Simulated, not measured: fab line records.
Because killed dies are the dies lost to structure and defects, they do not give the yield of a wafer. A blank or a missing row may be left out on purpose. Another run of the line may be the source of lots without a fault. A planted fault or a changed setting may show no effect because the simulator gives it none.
fab line records -- flow gf180mcu
[record] lots = 13, wafers = 39, lastDay = 34
route steps=602 shown POLY_GATE@168 HV_LDD@212 SAB@274
lots that met no fault: taken from a fault-free run of the same line
startH: the number of hours between the record's first day and the start of the first shown wafer of the lot -- waitH: time in hours since the lot's previous step -- " repeats the value in the row above -- L1.1+2: a single row standing in for several wafers -- - value missing, or start not given -- * or withheld: withheld -- < > ~ a bound
route shown NAME@n: a module of which the file shows steps, and the number in the route of the first -- usual: mean/standard deviation of fault-free wafers -- same: alike in all rows -- chamber/n: place in a boat -- sites: readings site by site -- _std_site: the standard deviation of these -- _edge_site: mean of outer sites minus mean of inner sites -- radiusMm: for every site, how far away it sits from the centre of the wafer -- mask NAME#n: copy n -- behind: the last tool/chamber to shape the wafer -- hold: reason for holding the lot/hours on hold/outcome of the hold -- device: whichever transistor did not switch (one of n, p or np) -- end of line: at the end of the route, the tests of the same wafers -- for a step that has no rows: nothing shown but its recipe -- killed: the dies lost at the first sort to structure and to defects; this is not the yield of the wafer -- map: shows each die of a wafer: x if killed, . if not, _ if none is there
set.NAME: the run value of the setting; set.NAME@STEP: its run value at that earlier step -- model.NAME: the simulator's own value behind a step, which no gauge read
a sample of lots followed through the steps of the route, with each step as a table and each wafer as a row
services: when a tool's chamber went out of use (startH, in hours from the record's first day, below 0 if earlier), for how many hours, and the reason
[[steps]]
[step GF_POLY_GATE_OVL_MEAS_11]
[usual] POLY_GATE_OVL = -3/5
lot.wafer,tool,chamber,startH,waitH,POLY_GATE_OVL[nm]
L944.2,overlay-01,-,196.94,0.1,1
L944.4,overlay-01,-,196.94,0.1,-6
L944.5,overlay-01,-,196.94,0.1,-7
L945.1,overlay-02,-,203.28,0.1,-12
L945.4,overlay-02,-,203.28,0.1,1
L945.5,overlay-02,-,203.28,0.1,-8
L946.2,overlay-01,-,211.35,0.1,0
L946.3,overlay-01,-,211.35,0.1,2
L946.6,overlay-01,-,211.35,0.1,8
L947.3,overlay-01,-,218.99,0.1,-7
L947.4,overlay-01,-,218.99,0.1,-10
L947.6,overlay-01,-,218.99,0.1,-7
L952.2,overlay-02,-,255.64,0.1,7
L952.4,overlay-02,-,255.64,0.1,5
L952.5,overlay-02,-,255.64,0.1,5
L953.1,overlay-01,-,265.84,0.1,1
L953.3,overlay-01,-,265.84,0.1,4
L953.6,overlay-01,-,265.84,0.1,3
L954.2,overlay-01,-,274.80,0.1,-3
L954.4,overlay-01,-,274.80,0.1,-4
L954.6,overlay-01,-,274.80,0.1,-4
L955.1,overlay-02,-,279.43,0.1,6
L955.2,overlay-02,-,279.43,0.1,7
L955.3,overlay-02,-,279.43,0.1,0
L956.2,overlay-02,-,285.59,0.1,-2
L956.4,overlay-02,-,285.59,0.1,-1
L956.6,overlay-02,-,285.59,0.1,-3
L957.3,overlay-01,-,291.11,0.1,-3
L957.4,overlay-01,-,291.11,0.1,-5
L957.6,overlay-01,-,291.11,0.1,-1
L958.1,overlay-01,-,299.28,0.1,-13
L958.3,overlay-01,-,299.28,0.1,-7
L958.4,overlay-01,-,299.28,0.1,-4
L959.1,overlay-02,-,305.19,0.1,-4
L959.2,overlay-02,-,305.19,0.1,-2
L959.3,overlay-02,-,305.19,0.1,-5
L967.1,overlay-01,-,364.09,0.1,-4
L967.2,overlay-01,-,364.09,0.1,-11
L967.5,overlay-01,-,364.09,0.1,-9
[step GF_HV_LDD_IMPLANT_36]
[recipe] species = P, energyKev = 60, doseCm2 = 7.5e+12, tiltDeg = 30, rotationDeg = 270
[usual] beamOnS = 10.03/0.2, doseIonsCm2 = 7.501e+12/8.5e+09, faradayCurrentUA = 42.2/0.84
lot.wafer,tool,chamber,startH,waitH,beamOnS,doseIonsCm2,faradayCurrentUA
L944.2,implanter-02,0,253.34,0.1,10.04,7.488e+12,42.1
L944.4,implanter-02,0,253.34,0.1,9.90,7.495e+12,42.8
L944.5,implanter-02,0,253.34,0.1,10.25,7.496e+12,41.2
L945.1,implanter-02,0,261.13,0.1,10.15,7.499e+12,41.4
L945.4,implanter-02,0,261.13,0.1,10.17,7.507e+12,41.7
L945.5,implanter-02,0,261.13,0.1,10.30,7.509e+12,40.8
L946.2,implanter-04,0,268.14,0.1,9.73,7.503e+12,43.5
L946.3,implanter-04,0,268.14,0.1,10.16,7.503e+12,41.7
L946.6,implanter-04,0,268.14,0.1,10.07,7.495e+12,42.0
L947.3,implanter-02,0,276.48,0.1,9.71,7.504e+12,43.7
L947.4,implanter-02,0,276.48,0.1,10.14,7.491e+12,41.8
L947.6,implanter-02,0,276.48,0.1,9.92,7.501e+12,42.5
L952.2,implanter-02,0,317.30,0.1,10.28,7.506e+12,40.9
L952.4,implanter-02,0,317.30,0.1,9.87,7.498e+12,42.8
L952.5,implanter-02,0,317.30,0.1,10.08,7.501e+12,42.2
L953.1,implanter-01,0,327.94,0.1,10.14,7.502e+12,41.7
L953.3,implanter-01,0,327.94,0.1,10.28,7.512e+12,41.3
L953.6,implanter-01,0,327.94,0.1,9.98,7.505e+12,42.3
L954.2,implanter-01,0,337.31,0.1,9.81,7.495e+12,43.3
L954.4,implanter-01,0,337.31,0.1,9.91,7.492e+12,42.3
L954.6,implanter-01,0,337.31,0.1,10.50,7.5e+12,40.2
L955.1,implanter-01,0,343.18,0.1,10.12,7.518e+12,41.8
L955.2,implanter-01,0,343.18,0.1,9.69,7.511e+12,43.6
L955.3,implanter-01,0,343.18,0.1,9.88,7.5e+12,42.8
L956.2,implanter-01,0,350.30,0.1,10.14,2.9061e+13,161.4
L956.4,implanter-01,0,350.30,0.1,10.30,2.9077e+13,158.5
L956.6,implanter-01,0,350.30,0.1,10.16,2.9071e+13,162.1
L957.3,implanter-01,0,357.83,0.1,9.98,2.9079e+13,164.8
L957.4,implanter-01,0,357.83,0.1,9.90,2.9082e+13,165.1
L957.6,implanter-01,0,357.83,0.1,10.26,2.9084e+13,160.1
L958.1,implanter-02,0,365.63,0.1,9.65,7.487e+12,43.5
L958.3,implanter-02,0,365.63,0.1,10.29,7.483e+12,41.0
L958.4,implanter-02,0,365.63,0.1,9.98,7.485e+12,42.4
L959.1,implanter-01,0,372.03,0.1,10.13,2.9088e+13,162.0
L959.2,implanter-01,0,372.03,0.1,9.86,2.9079e+13,166.5
L959.3,implanter-01,0,372.03,0.1,9.99,2.9079e+13,164.3
L967.1,implanter-02,0,436.38,0.1,10.43,7.507e+12,40.5
L967.2,implanter-02,0,436.38,0.1,10.06,7.508e+12,42.0
L967.5,implanter-02,0,436.38,0.1,10.05,7.5e+12,42.2
[step GF_HV_LDD_TW_MEAS_38]
[usual] HV_LDD_3_TW = 1433/8.8
lot.wafer,tool,chamber,startH,waitH,hold,HV_LDD_3_TW
L944.2,filmMetro-01,-,253.58,0.1,-,1440
L944.4,filmMetro-01,-,253.58,0.1,-,1437
L944.5,filmMetro-01,-,253.58,0.1,-,1435
L945.1,filmMetro-03,-,261.38,0.1,-,1445
L945.4,filmMetro-03,-,261.38,0.1,-,1433
L945.5,filmMetro-03,-,261.38,0.1,-,1438
L946.2,filmMetro-04,-,268.38,0.1,-,1428
L946.3,filmMetro-04,-,268.38,0.1,-,1429
L946.6,filmMetro-04,-,268.38,0.1,-,1429
L947.3,filmMetro-03,-,276.70,0.1,-,1442
L947.4,filmMetro-03,-,276.70,0.1,-,1451
L947.6,filmMetro-03,-,276.70,0.1,-,1448
L952.2,filmMetro-01,-,317.54,0.1,-,1439
L952.4,filmMetro-01,-,317.54,0.1,-,1438
L952.5,filmMetro-01,-,317.54,0.1,-,1433
L953.1,filmMetro-01,-,328.19,0.1,-,1437
L953.3,filmMetro-01,-,328.19,0.1,-,1436
L953.6,filmMetro-01,-,328.19,0.1,-,1434
L954.2,filmMetro-01,-,337.54,0.1,-,1426
L954.4,filmMetro-01,-,337.54,0.1,-,1421
L954.6,filmMetro-01,-,337.54,0.1,-,1426
L955.1,filmMetro-04,-,343.43,0.1,-,1428
L955.2,filmMetro-04,-,343.43,0.1,-,1421
L955.3,filmMetro-04,-,343.43,0.1,-,1431
L956.2,filmMetro-01,-,350.54,0.1,awaitDispo/0.2h/release,1684
L956.4,filmMetro-01,-,350.54,0.1,awaitDispo/0.2h/release,1686
L956.6,filmMetro-01,-,350.54,0.1,awaitDispo/0.2h/release,1686
L956.2,filmMetro-01,-,350.76,0.2,-,1697
L956.4,filmMetro-01,-,350.76,0.2,-,1690
L956.6,filmMetro-01,-,350.76,0.2,-,1686
L957.3,filmMetro-04,-,358.05,0.1,awaitDispo/0.2h/release,1695
L957.4,filmMetro-04,-,358.05,0.1,awaitDispo/0.2h/release,1693
L957.6,filmMetro-04,-,358.05,0.1,awaitDispo/0.2h/release,1695
L957.3,filmMetro-04,-,358.28,0.2,-,1692
L957.4,filmMetro-04,-,358.28,0.2,-,1689
L957.6,filmMetro-04,-,358.28,0.2,-,1700
L958.1,filmMetro-04,-,365.92,0.1,-,1424
L958.3,filmMetro-04,-,365.92,0.1,-,1423
L958.4,filmMetro-04,-,365.92,0.1,-,1425
L959.1,filmMetro-01,-,372.28,0.1,awaitDispo/0.2h/release,1695
L959.2,filmMetro-01,-,372.28,0.1,awaitDispo/0.2h/release,1700
L959.3,filmMetro-01,-,372.28,0.1,awaitDispo/0.2h/release,1704
L959.1,filmMetro-01,-,372.51,0.2,-,1695
L959.2,filmMetro-01,-,372.51,0.2,-,1705
L959.3,filmMetro-01,-,372.51,0.2,-,1692
L967.1,filmMetro-04,-,436.63,0.1,-,1427
L967.2,filmMetro-04,-,436.63,0.1,-,1433
L967.5,filmMetro-04,-,436.63,0.1,-,1427
[step GF_HV_LDD_RS_MEAS_53]
[recipe] thkMeasGauge = four-point-probe
[usual] HV_LDD_RS = 418.5/0.9
lot.wafer,tool,chamber,startH,waitH,hold,HV_LDD_RS[ohm/sq]
L944.2,filmMetro-04,-,272.33,0.1,-,417.7
L944.4,filmMetro-04,-,272.33,0.1,-,418.3
L944.5,filmMetro-04,-,272.33,0.1,-,417.8
L945.1,filmMetro-03,-,281.80,0.1,-,419.7
L945.4,filmMetro-03,-,281.80,0.1,-,419.5
L945.5,filmMetro-03,-,281.80,0.1,-,418.5
L946.2,filmMetro-01,-,288.53,0.1,-,419.8
L946.3,filmMetro-01,-,288.53,0.1,-,419.2
L946.6,filmMetro-01,-,288.53,0.1,-,418.8
L947.3,filmMetro-01,-,297.10,0.1,-,418.1
L947.4,filmMetro-01,-,297.10,0.1,-,418.5
L947.6,filmMetro-01,-,297.10,0.1,-,417.8
L952.2,filmMetro-01,-,338.53,0.1,-,419.5
L952.4,filmMetro-01,-,338.53,0.1,-,419.2
L952.5,filmMetro-01,-,338.53,0.1,-,418.8
L953.1,filmMetro-01,-,349.91,0.1,-,418.8
L953.3,filmMetro-01,-,349.91,0.1,-,417.8
L953.6,filmMetro-01,-,349.91,0.1,-,418.6
L954.2,filmMetro-03,-,359.68,0.1,-,419.6
L954.4,filmMetro-03,-,359.68,0.1,-,419.0
L954.6,filmMetro-03,-,359.68,0.1,-,419.5
L955.1,filmMetro-03,-,365.71,0.1,-,419.4
L955.2,filmMetro-03,-,365.71,0.1,-,418.0
L955.3,filmMetro-03,-,365.71,0.1,-,419.2
L956.2,filmMetro-03,-,373.27,0.1,awaitDispo/0.2h/release,369.3
L956.4,filmMetro-03,-,373.27,0.1,awaitDispo/0.2h/release,369.5
L956.6,filmMetro-03,-,373.27,0.1,awaitDispo/0.2h/release,369.4
L956.2,filmMetro-03,-,373.56,0.3,-,369.7
L956.4,filmMetro-03,-,373.56,0.3,-,370.0
L956.6,filmMetro-03,-,373.56,0.3,-,368.9
L957.3,filmMetro-01,-,381.10,0.1,awaitDispo/0.2h/release,367.8
L957.4,filmMetro-01,-,381.10,0.1,awaitDispo/0.2h/release,368.5
L957.6,filmMetro-01,-,381.10,0.1,awaitDispo/0.2h/release,367.8
L957.3,filmMetro-01,-,381.39,0.3,-,367.7
L957.4,filmMetro-01,-,381.39,0.3,-,369.2
L957.6,filmMetro-01,-,381.39,0.3,-,368.7
L958.1,filmMetro-04,-,388.99,0.1,-,418.9
L958.3,filmMetro-04,-,388.99,0.1,-,418.5
L958.4,filmMetro-04,-,388.99,0.1,-,419.3
L959.1,filmMetro-01,-,395.46,0.1,awaitDispo/0.2h/release,370.1
L959.2,filmMetro-01,-,395.46,0.1,awaitDispo/0.2h/release,369.7
L959.3,filmMetro-01,-,395.46,0.1,awaitDispo/0.2h/release,370.1
L959.1,filmMetro-01,-,395.77,0.3,-,370.6
L959.2,filmMetro-01,-,395.77,0.3,-,369.9
L959.3,filmMetro-01,-,395.77,0.3,-,370.4
L967.1,filmMetro-01,-,460.96,0.1,-,419.5
L967.2,filmMetro-01,-,460.96,0.1,-,419.1
L967.5,filmMetro-01,-,460.96,0.1,-,420.7
[step GF_HV_LDD_THK_MEAS_55]
[recipe] reads = SiO2_of_HV_LDD_CVD_54
[usual] HV_LDD_CVD_54_THK = 10.03/0.17
lot.wafer,tool,chamber,startH,waitH,HV_LDD_CVD_54_THK[nm]
L944.2,filmMetro-04,-,273.46,0.0,9.66
L944.4,filmMetro-04,-,273.46,0.0,9.64
L944.5,filmMetro-04,-,273.46,0.0,9.46
L945.1,filmMetro-01,-,282.94,0.0,10.06
L945.4,filmMetro-01,-,282.94,0.0,10.03
L945.5,filmMetro-01,-,282.94,0.0,9.98
L946.2,filmMetro-03,-,289.67,0.0,9.90
L946.3,filmMetro-03,-,289.67,0.0,9.89
L946.6,filmMetro-03,-,289.67,0.0,9.86
L947.3,filmMetro-01,-,298.83,0.0,10.09
L947.4,filmMetro-01,-,298.83,0.0,10.08
L947.6,filmMetro-01,-,298.83,0.0,10.10
L952.2,filmMetro-04,-,339.66,0.0,9.91
L952.4,filmMetro-04,-,339.66,0.0,10.09
L952.5,filmMetro-04,-,339.66,0.0,10.17
L953.1,filmMetro-01,-,351.05,0.0,9.90
L953.3,filmMetro-01,-,351.05,0.0,9.90
L953.6,filmMetro-01,-,351.05,0.0,9.99
L954.2,filmMetro-01,-,360.81,0.0,9.95
L954.4,filmMetro-01,-,360.81,0.0,9.96
L954.6,filmMetro-01,-,360.81,0.0,9.88
L955.1,filmMetro-04,-,366.85,0.0,10.07
L955.2,filmMetro-04,-,366.85,0.0,9.80
L955.3,filmMetro-04,-,366.85,0.0,9.72
L958.1,filmMetro-04,-,390.13,0.0,9.71
L958.3,filmMetro-04,-,390.13,0.0,9.89
L958.4,filmMetro-04,-,390.13,0.0,9.84
L967.1,filmMetro-04,-,462.61,0.0,10.42
L967.2,filmMetro-04,-,462.61,0.0,10.41
L967.5,filmMetro-04,-,462.61,0.0,10.43
[step GF_SAB_OVL_MEAS_10]
[usual] SAB_OVL = -0.6/1.2
lot.wafer,tool,chamber,startH,waitH,SAB_OVL[nm]
L944.2,overlay-01,-,337.74,0.1,0.0
L944.4,overlay-01,-,337.74,0.1,-0.3
L944.5,overlay-01,-,337.74,0.1,0.1
L945.1,overlay-01,-,347.69,0.1,0.1
L945.4,overlay-01,-,347.69,0.1,-0.5
L945.5,overlay-01,-,347.69,0.1,0.0
L946.2,overlay-02,-,354.30,0.1,-0.4
L946.3,overlay-02,-,354.30,0.1,-0.7
L946.6,overlay-02,-,354.30,0.1,-0.5
L947.3,overlay-01,-,365.54,0.1,-1.1
L947.4,overlay-01,-,365.54,0.1,-2.3
L947.6,overlay-01,-,365.54,0.1,-1.5
L952.2,overlay-01,-,409.95,0.1,-0.9
L952.4,overlay-01,-,409.95,0.1,-1.1
L952.5,overlay-01,-,409.95,0.1,-2.2
L953.1,overlay-02,-,422.68,0.1,-0.1
L953.3,overlay-02,-,422.68,0.1,1.2
L953.6,overlay-02,-,422.68,0.1,-0.3
L954.2,overlay-02,-,433.18,0.1,-1.8
L954.4,overlay-02,-,433.18,0.1,-0.9
L954.6,overlay-02,-,433.18,0.1,0.2
L955.1,overlay-01,-,439.23,0.1,-0.4
L955.2,overlay-01,-,439.23,0.1,-0.1
L955.3,overlay-01,-,439.23,0.1,-0.8
L958.1,overlay-01,-,464.03,0.1,-1.0
L958.3,overlay-01,-,464.03,0.1,-1.5
L958.4,overlay-01,-,464.03,0.1,-1.0
L967.1,overlay-02,-,535.74,0.1,0.5
L967.2,overlay-02,-,535.74,0.1,-0.4
L967.5,overlay-02,-,535.74,0.1,-0.4
[[services]]
tool,chamber,startH,hours,kind
implanter-02,-,241.81,3.7,repair
implanter-01,-,263.68,2.7,repair
implanter-04,-,264.47,2.3,repair
implanter-01,-,266.37,6.2,pm
implanter-02,-,296.79,2.6,repair
implanter-02,-,313.25,3.5,repair
implanter-02,-,320.42,2.7,pm
implanter-01,-,340.49,1.8,repair
implanter-04,-,344.81,4.4,pm
implanter-04,-,357.07,1.7,repair
implanter-04,-,363.52,2.0,repair
implanter-04,-,365.42,2.5,repair
implanter-02,-,386.21,0.6,repair
implanter-02,-,390.35,6.0,repair
implanter-02,-,397.73,15.2,pm
implanter-04,-,423.57,2.4,repair
implanter-04,-,425.66,0.7,repair
[[key]]
[firstSign] step = GF_HV_LDD_IMPLANT_36, reading = doseIonsCm2, direction = up, sigmas = 99+, usual = 7.501e+12, struck = 2.9078e+13
[effect] step = GF_HV_LDD_IMPLANT_36, reading = faradayCurrentUA, direction = up, sigmas = 99+, usual = 42.2, struck = 162.7
[effect] step = GF_HV_LDD_TW_MEAS_38, reading = visit, direction = added
[effect] step = GF_HV_LDD_TW_MEAS_38, reading = HV_LDD_3_TW, direction = up, sigmas = 30, usual = 1433, struck = 1693
[effect] step = GF_HV_LDD_RS_MEAS_53, reading = visit, direction = added
[effect] step = GF_HV_LDD_RS_MEAS_53, reading = HV_LDD_RS, direction = down, sigmas = 55, usual = 418.5, struck = 369.1
metAt GF_HV_LDD_IMPLANT_36
struckLots L956,L957,L959
scrappedBehind GF_HV_LDD_RS_MEAS_53 L956.2,L956.4,L956.6,L957.3,L957.4,L957.6,L959.1,L959.2,L959.3
notActingAt GF_POLY_GATE_OVL_MEAS_11,GF_HV_LDD_THK_MEAS_55,GF_SAB_OVL_MEAS_10
onsetBetween 343.18 350.30
[fault] kind = processParameterDrift, tool = implanter-01, chamber = -, onsetH = 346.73, steps = GF_HV_LDD_IMPLANT_36, channel = doseCm2, offset = 2.1578e+13, shape = step, endH = 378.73, actsIn = theseRecipesOnly, stated = 7.5e+12
